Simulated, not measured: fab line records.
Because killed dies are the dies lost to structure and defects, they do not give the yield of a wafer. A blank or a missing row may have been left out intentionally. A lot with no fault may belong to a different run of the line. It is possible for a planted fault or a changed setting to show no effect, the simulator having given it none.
Which tool did it? -- flow sky130 -- at 1 step of a route of 708, 12 lots with 36 wafers sampled

## WHAT THE GAUGES READ, wafer by wafer
SKY_POLY_CUT_OVL_MEAS_09.
lot,measured,on,POLY_CUT_OVL (nm)
L075,day 24 08:01,overlay-01,-1 -7 3
L077,day 25 04:35,overlay-02,12 10 6
L079,day 26 01:19,overlay-02,-2 -3 -4
L081,day 26 20:11,overlay-02,-7 6 -3
L083,day 27 15:22,overlay-01,-1 -3 0
L085,day 28 01:28,overlay-02,9 11 11
L087,day 28 23:43,overlay-02,7 5 10
L089,day 29 17:40,overlay-01,11 10 4
L091,day 30 06:01,overlay-02,2 4 4
L094,day 31 06:10,overlay-02,-1 3 -3
L095,day 31 11:55,overlay-01,8 -4 7
L097,day 31 22:31,overlay-02,-3 2 0

## EACH LOT AND THE TOOL THAT RAN IT (in order: tool; ch and the chambers of the sampled wafers; start)
There is no process step in the record ahead of these readings.

## THE ANSWER, worked out from the rows above alone
Rule: usual is defined by the lots themselves. Put in order of their means at a reading, lots are off if they are a third of the lots or fewer, leave a main group of 4 or more, and stand apart from it by a gap of 3 or more times the standard deviation of the main group's means; of several such gaps the widest counts. A main group is skipped when, at the precision printed for the reading in the tables above, its means are all equal. Also off: a lot with no number at a reading for which 4 or more lots have one. The other lots that the step has rows for count as sound.
No lot is off on any of the readings shown, so nothing can be concluded from this.

## WHAT WAS PUT IN BY THE SIMULATOR
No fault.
